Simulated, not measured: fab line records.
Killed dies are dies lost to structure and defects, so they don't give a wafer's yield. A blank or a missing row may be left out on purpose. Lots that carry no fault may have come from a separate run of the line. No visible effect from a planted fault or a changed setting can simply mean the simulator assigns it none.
The tool behind it: which one? / flow sky130 / 7 lots (21 wafers sampled), 1 step of a 708-step route

WHAT THE GAUGES READ, wafer by wafer
SKY_LDD_P_OVL_MEAS_08.
lot=L853; measured=day 18 17:37; on=overlay-01; LDD_P_OVL (nm)=1.5 1.1 0.2
lot=L855; measured=day 19 16:02; on=overlay-01; LDD_P_OVL (nm)=-0.7 -3.0 -1.8
lot=L857; measured=day 21 05:29; on=overlay-02; LDD_P_OVL (nm)=0.2 1.2 -0.6
lot=L860; measured=day 22 11:48; on=overlay-01; LDD_P_OVL (nm)=-0.5 -1.5 -1.1
lot=L865; measured=day 24 08:25; on=overlay-02; LDD_P_OVL (nm)=0.3 -1.5 -0.9
lot=L866; measured=day 24 18:43; on=overlay-02; LDD_P_OVL (nm)=-2.8 -0.3 -2.6
lot=L873; measured=day 26 14:29; on=overlay-01; LDD_P_OVL (nm)=-1.8 -0.1 -1.0

TOOL THAT RAN EACH LOT (tool first, then ch and the chambers of the sampled wafers, then the start)
The record shows no process step preceding these readings.

THE ANSWER, worked out from the rows above alone
Rule: usual is defined by the lots themselves. The widest of any qualifying gaps counts: lots, ordered by their means at a reading, are off when they make up no more than a third of the lots, leave a main group of 4 or more, and stand apart from it by 3 or more times the standard deviation of that group's means. If all means in a main group match to the digits the tables above print for the reading, that group is not used. A lot without any number at a reading at which 4 lots or more have one is off too. Where the step has rows for the other lots, those lots are counted as sound.
Nothing can be told from this: no lot is off at any reading shown.

WHAT WAS PUT IN BY THE SIMULATOR
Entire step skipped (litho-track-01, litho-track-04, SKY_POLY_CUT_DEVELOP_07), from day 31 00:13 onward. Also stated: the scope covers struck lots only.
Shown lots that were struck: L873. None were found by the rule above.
